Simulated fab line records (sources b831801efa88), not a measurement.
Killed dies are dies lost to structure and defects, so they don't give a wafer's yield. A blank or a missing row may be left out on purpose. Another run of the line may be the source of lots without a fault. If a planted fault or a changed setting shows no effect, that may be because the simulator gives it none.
Chamber matching ; flow sky130 ; 3 sister chambers for SKY_CAPM_CVD_00 on pecvd-04
The step deposits SiO2, target thk 15.5 nm. 6 wafers are shown with their chamber, then 7 later ones without.

== EACH WAFER AND ITS CHAMBER ==
wafer;chamber;heater-power-w (W);rf-fwd-power-W (W)
L079.5;0;613;440.8
L083.2;2;788;437.8
L083.4;1;839;439.7
L083.5;2;782;437.6
L094.2;1;798;441.4
L094.3;0;674;442.2

== WAFERS WITH NO CHAMBER GIVEN ==
wafer;heater-power-w (W);rf-fwd-power-W (W)
L094.4;675;441.2
L092.2;674;444.7
L092.4;783;438.3
L092.6;662;442.4
L097.2;765;441.2
L097.3;699;440.3
L097.5;771;441.5

== THE CHAMBER EACH PASSED THROUGH ==
wafer;from the rows above;in truth
L094.4;0;0
L092.2;0;0
L092.4;2;2
L092.6;0;0
L097.2;1;1
L097.3;can't be placed: 0 or 1 or 2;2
L097.5;1;1
6 of 7 placed correctly. Cannot be placed on the basis of these rows: 1; the candidates contain the true chamber in 1. Wrongly placed: 0.
How it was worked out, from the rows above alone: a wafer's distance from a chamber is the root of the sum, over the readings, of the square of ((its reading less the chamber's mean) divided by the reading's scatter). If the next closest chamber is less than 2 further off than the closest, the wafer can't be placed; otherwise it belongs to the closest. Each chamber's mean is taken over the wafers shown for it. The scatter is the square root of a quotient: the sum, over the shown wafers, of each reading's squared deviation from its chamber's mean, divided by wafers minus chambers.
